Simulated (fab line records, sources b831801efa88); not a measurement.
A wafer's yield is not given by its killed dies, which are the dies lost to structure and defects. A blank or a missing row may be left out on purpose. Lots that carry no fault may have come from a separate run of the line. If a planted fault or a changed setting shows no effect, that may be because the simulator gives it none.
Which of the tools did it? / flow gf180mcu / 24 lots with 72 wafers sampled at 4 steps, on a route of 602 steps

WHAT THE GAUGES SHOWED, per wafer
GF_M2_THK_MEAS_06: measures by xrf.
lot=L074; measured=day 18 04:58; on=film-metro-02; M2_ALCU_THK (nm)=445 441 460
lot=L075; measured=day 18 07:49; on=film-metro-03; M2_ALCU_THK (nm)=443 448 445
lot=L076; measured=day 18 17:34; on=film-metro-01; M2_ALCU_THK (nm)=448 440 442
lot=L077; measured=day 19 14:12; on=film-metro-03; M2_ALCU_THK (nm)=438 442 461
lot=L078; measured=day 19 23:52; on=film-metro-03; M2_ALCU_THK (nm)=447 442 450
lot=L080; measured=day 20 19:12; on=film-metro-03; M2_ALCU_THK (nm)=451 452 459
lot=L079; measured=day 20 20:59; on=film-metro-03; M2_ALCU_THK (nm)=450 444 450
lot=L082; measured=day 21 08:37; on=film-metro-03; M2_ALCU_THK (nm)=449 443 447
lot=L081; measured=day 21 08:53; on=film-metro-02; M2_ALCU_THK (nm)=447 447 451
lot=L083; measured=day 21 19:23; on=film-metro-02; M2_ALCU_THK (nm)=456 442 454
lot=L084; measured=day 22 05:53; on=film-metro-01; M2_ALCU_THK (nm)=444 448 450
lot=L085; measured=day 22 15:46; on=film-metro-01; M2_ALCU_THK (nm)=454 455 458
lot=L086; measured=day 22 16:29; on=film-metro-01; M2_ALCU_THK (nm)=447 448 445
lot=L087; measured=day 23 06:09; on=film-metro-02; M2_ALCU_THK (nm)=448 450 453
lot=L088; measured=day 23 07:35; on=film-metro-03; M2_ALCU_THK (nm)=440 440 444
lot=L089; measured=day 23 19:13; on=film-metro-01; M2_ALCU_THK (nm)=448 431 432
lot=L090; measured=day 24 01:32; on=film-metro-01; M2_ALCU_THK (nm)=457 449 452
lot=L091; measured=day 24 05:08; on=film-metro-01; M2_ALCU_THK (nm)=457 469 455
lot=L092; measured=day 24 13:53; on=film-metro-03; M2_ALCU_THK (nm)=439 440 440
lot=L093; measured=day 25 02:01; on=film-metro-02; M2_ALCU_THK (nm)=454 449 458
lot=L094; measured=day 25 06:39; on=film-metro-01; M2_ALCU_THK (nm)=456 442 449
lot=L095; measured=day 25 12:44; on=film-metro-03; M2_ALCU_THK (nm)=439 438 439
lot=L096; measured=day 25 20:06; on=film-metro-01; M2_ALCU_THK (nm)=451 445 448
lot=L097; measured=day 26 07:13; on=film-metro-02; M2_ALCU_THK (nm)=450 446 458

GF_V2_BOW_MEAS_05.
lot=L074; measured=day 19 06:09; on=film-metro-04; V2_BOW (um)=76 96 91
lot=L075; measured=day 19 09:34; on=film-metro-01; V2_BOW (um)=103 93 91
lot=L076; measured=day 19 18:59; on=film-metro-04; V2_BOW (um)=97 102 94
lot=L077; measured=day 20 15:41; on=film-metro-01; V2_BOW (um)=106 103 105
lot=L078; measured=day 21 01:21; on=film-metro-04; V2_BOW (um)=80 93 99
lot=L080; measured=day 21 20:22; on=film-metro-04; V2_BOW (um)=94 98 100
lot=L079; measured=day 21 22:05; on=film-metro-04; V2_BOW (um)=98 103 96
lot=L082; measured=day 22 09:41; on=film-metro-01; V2_BOW (um)=97 93 97
lot=L081; measured=day 22 10:02; on=film-metro-01; V2_BOW (um)=87 92 106
lot=L083; measured=day 22 19:48; on=film-metro-03; V2_BOW (um)=106 102 104
lot=L084; measured=day 23 05:33; on=film-metro-01; V2_BOW (um)=106 100 120
lot=L085; measured=day 23 15:35; on=film-metro-01; V2_BOW (um)=99 99 98
lot=L086; measured=day 23 16:16; on=film-metro-03; V2_BOW (um)=95 105 100
lot=L087; measured=day 24 05:46; on=film-metro-01; V2_BOW (um)=104 107 116
lot=L088; measured=day 24 07:37; on=film-metro-04; V2_BOW (um)=106 104 92
lot=L089; measured=day 24 18:53; on=film-metro-04; V2_BOW (um)=98 106 101
lot=L090; measured=day 25 01:16; on=film-metro-04; V2_BOW (um)=94 98 103
lot=L091; measured=day 25 03:51; on=film-metro-03; V2_BOW (um)=95 118 114
lot=L092; measured=day 25 12:08; on=film-metro-04; V2_BOW (um)=111 114 117
lot=L093; measured=day 26 00:05; on=film-metro-03; V2_BOW (um)=107 106 102
lot=L094; measured=day 26 04:43; on=film-metro-03; V2_BOW (um)=98 99 93
lot=L095; measured=day 26 10:29; on=film-metro-03; V2_BOW (um)=120 111 93
lot=L096; measured=day 26 16:14; on=film-metro-01; V2_BOW (um)=103 104 102
lot=L097; measured=day 27 01:50; on=film-metro-01; V2_BOW (um)=92 95 88

GF_V3_THK_MEAS_01.
lot=L074; measured=day 21 09:53; on=film-metro-03; V3_CVD_00_THK (nm)=603 596 604
lot=L075; measured=day 21 12:10; on=film-metro-04; V3_CVD_00_THK (nm)=598 598 595
lot=L076; measured=day 21 21:35; on=film-metro-02; V3_CVD_00_THK (nm)=602 600 609
lot=L077; measured=day 22 16:41; on=film-metro-03; V3_CVD_00_THK (nm)=600 598 597
lot=L078; measured=day 23 02:12; on=film-metro-03; V3_CVD_00_THK (nm)=597 596 594
lot=L080; measured=day 23 20:45; on=film-metro-03; V3_CVD_00_THK (nm)=606 606 604
lot=L079; measured=day 23 22:54; on=film-metro-02; V3_CVD_00_THK (nm)=605 612 618
lot=L082; measured=day 24 09:19; on=film-metro-03; V3_CVD_00_THK (nm)=600 587 589
lot=L081; measured=day 24 10:49; on=film-metro-02; V3_CVD_00_THK (nm)=600 609 610
lot=L083; measured=day 24 18:46; on=film-metro-04; V3_CVD_00_THK (nm)=592 600 596
lot=L084; measured=day 25 04:46; on=film-metro-02; V3_CVD_00_THK (nm)=603 592 602
lot=L085; measured=day 25 13:13; on=film-metro-02; V3_CVD_00_THK (nm)=590 603 595
lot=L086; measured=day 25 14:44; on=film-metro-02; V3_CVD_00_THK (nm)=577 595 591
lot=L087; measured=day 26 03:42; on=film-metro-04; V3_CVD_00_THK (nm)=608 599 600
lot=L088; measured=day 26 04:43; on=film-metro-04; V3_CVD_00_THK (nm)=599 600 608
lot=L089; measured=day 26 13:23; on=film-metro-03; V3_CVD_00_THK (nm)=613 600 607
lot=L090; measured=day 26 19:47; on=film-metro-02; V3_CVD_00_THK (nm)=596 607 597
lot=L091; measured=day 26 21:59; on=film-metro-04; V3_CVD_00_THK (nm)=586 589 596
lot=L092; measured=day 27 06:28; on=film-metro-02; V3_CVD_00_THK (nm)=593 605 590
lot=L093; measured=day 27 17:07; on=film-metro-03; V3_CVD_00_THK (nm)=597 593 589
lot=L094; measured=day 27 21:25; on=film-metro-03; V3_CVD_00_THK (nm)=598 602 602
lot=L095; measured=day 28 04:12; on=film-metro-03; V3_CVD_00_THK (nm)=603 588 599
lot=L096; measured=day 28 12:22; on=film-metro-02; V3_CVD_00_THK (nm)=584 597 592
lot=L097; measured=day 28 20:34; on=film-metro-04; V3_CVD_00_THK (nm)=596 600 595

TOOL THAT RAN EACH LOT (tool first, then ch and the chambers of the sampled wafers, then the start)
lot=L074; GF_M2_SPUTTER_03=pvd-sputter-04, day 18 04:47
lot=L075; GF_M2_SPUTTER_03=pvd-sputter-01, day 18 07:38
lot=L076; GF_M2_SPUTTER_03=pvd-sputter-03, day 18 17:23
lot=L077; GF_M2_SPUTTER_03=pvd-sputter-04, day 19 14:01
lot=L078; GF_M2_SPUTTER_03=pvd-sputter-01, day 19 23:41
lot=L080; GF_M2_SPUTTER_03=pvd-sputter-03, day 20 19:01
lot=L079; GF_M2_SPUTTER_03=pvd-sputter-03, day 20 20:48
lot=L082; GF_M2_SPUTTER_03=pvd-sputter-01, day 21 08:25
lot=L081; GF_M2_SPUTTER_03=pvd-sputter-03, day 21 08:43
lot=L083; GF_M2_SPUTTER_03=pvd-sputter-04, day 21 19:12
lot=L084; GF_M2_SPUTTER_03=pvd-sputter-01, day 22 05:42
lot=L085; GF_M2_SPUTTER_03=pvd-sputter-03, day 22 15:35
lot=L086; GF_M2_SPUTTER_03=pvd-sputter-01, day 22 16:17
lot=L087; GF_M2_SPUTTER_03=pvd-sputter-01, day 23 05:58
lot=L088; GF_M2_SPUTTER_03=pvd-sputter-04, day 23 07:25
lot=L089; GF_M2_SPUTTER_03=pvd-sputter-04, day 23 19:02
lot=L090; GF_M2_SPUTTER_03=pvd-sputter-01, day 24 01:21
lot=L091; GF_M2_SPUTTER_03=pvd-sputter-03, day 24 04:58
lot=L092; GF_M2_SPUTTER_03=pvd-sputter-04, day 24 13:43
lot=L093; GF_M2_SPUTTER_03=pvd-sputter-03, day 25 01:49
lot=L094; GF_M2_SPUTTER_03=pvd-sputter-03, day 25 06:28
lot=L095; GF_M2_SPUTTER_03=pvd-sputter-01, day 25 12:34
lot=L096; GF_M2_SPUTTER_03=pvd-sputter-01, day 25 19:55
lot=L097; GF_M2_SPUTTER_03=pvd-sputter-03, day 26 07:02
- GF_M2_SPUTTER_03: material Ti, target thk 10 nm, time 6.7 s.

WHAT THE TOOLS THEMSELVES READ (means of the sampled wafers that have a number; where no wafer has one, the mark that the record gives instead)
GF_M2_SPUTTER_03.
lot=L074; tool=pvd-sputter-04; chamber-pressure-pa (Pa)=0.2998; throttle-valve-pct (%)=30.5
lot=L075; tool=pvd-sputter-01; chamber-pressure-pa (Pa)=0.2997; throttle-valve-pct (%)=28.4
lot=L076; tool=pvd-sputter-03; chamber-pressure-pa (Pa)=0.2999; throttle-valve-pct (%)=29.1
lot=L077; tool=pvd-sputter-04; chamber-pressure-pa (Pa)=0.2994; throttle-valve-pct (%)=30.2
lot=L078; tool=pvd-sputter-01; chamber-pressure-pa (Pa)=0.3001; throttle-valve-pct (%)=29.0
lot=L080; tool=pvd-sputter-03; chamber-pressure-pa (Pa)=0.3002; throttle-valve-pct (%)=29.6
lot=L079; tool=pvd-sputter-03; chamber-pressure-pa (Pa)=0.3004; throttle-valve-pct (%)=29.0
lot=L082; tool=pvd-sputter-01; chamber-pressure-pa (Pa)=0.3002; throttle-valve-pct (%)=29.4
lot=L081; tool=pvd-sputter-03; chamber-pressure-pa (Pa)=0.2998; throttle-valve-pct (%)=29.2
lot=L083; tool=pvd-sputter-04; chamber-pressure-pa (Pa)=0.3003; throttle-valve-pct (%)=29.2
lot=L084; tool=pvd-sputter-01; chamber-pressure-pa (Pa)=0.2998; throttle-valve-pct (%)=28.3
lot=L085; tool=pvd-sputter-03; chamber-pressure-pa (Pa)=0.3006; throttle-valve-pct (%)=30.2
lot=L086; tool=pvd-sputter-01; chamber-pressure-pa (Pa)=0.2996; throttle-valve-pct (%)=28.6
lot=L087; tool=pvd-sputter-01; chamber-pressure-pa (Pa)=0.3002; throttle-valve-pct (%)=29.3
lot=L088; tool=pvd-sputter-04; chamber-pressure-pa (Pa)=0.3000; throttle-valve-pct (%)=30.5
lot=L089; tool=pvd-sputter-04; chamber-pressure-pa (Pa)=0.2999; throttle-valve-pct (%)=30.2
lot=L090; tool=pvd-sputter-01; chamber-pressure-pa (Pa)=0.3004; throttle-valve-pct (%)=28.8
lot=L091; tool=pvd-sputter-03; chamber-pressure-pa (Pa)=0.2994; throttle-valve-pct (%)=29.6
lot=L092; tool=pvd-sputter-04; chamber-pressure-pa (Pa)=0.3004; throttle-valve-pct (%)=31.5
lot=L093; tool=pvd-sputter-03; chamber-pressure-pa (Pa)=0.2998; throttle-valve-pct (%)=29.9
lot=L094; tool=pvd-sputter-03; chamber-pressure-pa (Pa)=0.3001; throttle-valve-pct (%)=30.0
lot=L095; tool=pvd-sputter-01; chamber-pressure-pa (Pa)=0.3002; throttle-valve-pct (%)=29.1
lot=L096; tool=pvd-sputter-01; chamber-pressure-pa (Pa)=0.2995; throttle-valve-pct (%)=29.0
lot=L097; tool=pvd-sputter-03; chamber-pressure-pa (Pa)=0.2997; throttle-valve-pct (%)=29.9

THE ANSWER, worked out from the rows above alone
Rule: the usual values come from the lots themselves. The widest of any qualifying gaps counts: lots, ordered by their means at a reading, are off when they make up no more than a third of the lots, leave a main group of 4 or more, and stand apart from it by 3 or more times the standard deviation of that group's means. Not used: any main group whose means are identical at the precision the tables above print for the reading. Also off: a lot with no number at a reading for which 4 or more lots have one. The other lots that the step has rows for count as sound. Order of review: gauges by route order, followed by the tools' own readings, for which a lot's mean as printed above is used. The first step at which some lot is off is used, and at that step the reading that is off furthest; a lot without a number counts as furthest.
Across all readings shown, no lot is off: no conclusion can be drawn from this.

WHAT WAS PUT IN BY THE SIMULATOR
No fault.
